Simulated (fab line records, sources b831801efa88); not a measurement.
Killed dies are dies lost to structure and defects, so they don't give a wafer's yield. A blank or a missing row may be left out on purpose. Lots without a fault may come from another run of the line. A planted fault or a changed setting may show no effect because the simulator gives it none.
Chamber matching | flow sfq_line | SFQ_TRILAYER_I2_CMP_CMP_064 on cmp-01: 4 sister chambers
The step polishes SiO2. 4 wafers are shown with their chamber, then 8 later ones without.

WAFERS WITH THEIR CHAMBER
wafer  | chamber | motor_current_A (A)
L652.2 | 3       | 10.9
L656.3 | 2       | 11.0
L656.2 | 0       | 9.4
L658.1 | 1       | 11.7

WAFERS WITHOUT THEIR CHAMBER
wafer  | motor_current_A (A)
L658.3 | 11.2
L658.6 | 10.9
L668.1 | 9.4
L668.2 | 11.7
L668.3 | 10.5
L669.2 | 12.1
L669.5 | 10.8
L669.6 | 11.2

WHICH CHAMBER EACH WENT THROUGH
wafer  | from the rows above          | in truth
L658.3 | can't be placed: 2 or 3 or 1 | 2
L658.6 | can't be placed: 3 or 2      | 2
L668.1 | 0                            | 0
L668.2 | 1                            | 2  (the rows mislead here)
L668.3 | can't be placed: 3 or 2      | 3
L669.2 | 1                            | 1
L669.5 | can't be placed: 3 or 2      | 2
L669.6 | can't be placed: 2 or 3 or 1 | 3
Placed correctly: 2 of 8. Can't be placed from these rows: 5 (the true chamber is among the candidates in 5). Placed wrongly: 1.
How it was worked out, from the rows above alone: a wafer's distance from a chamber is the root of the sum, over the readings, of the square of ((its reading less the chamber's mean) divided by the reading's scatter). The wafer belongs to the nearest chamber; if the next one is less than 2 further off, it can't be placed. A chamber's mean is the mean of its shown wafers. The scatter: with one shown wafer a chamber, the root of the mean of the squares of how far each hidden wafer lies from its nearest shown one.
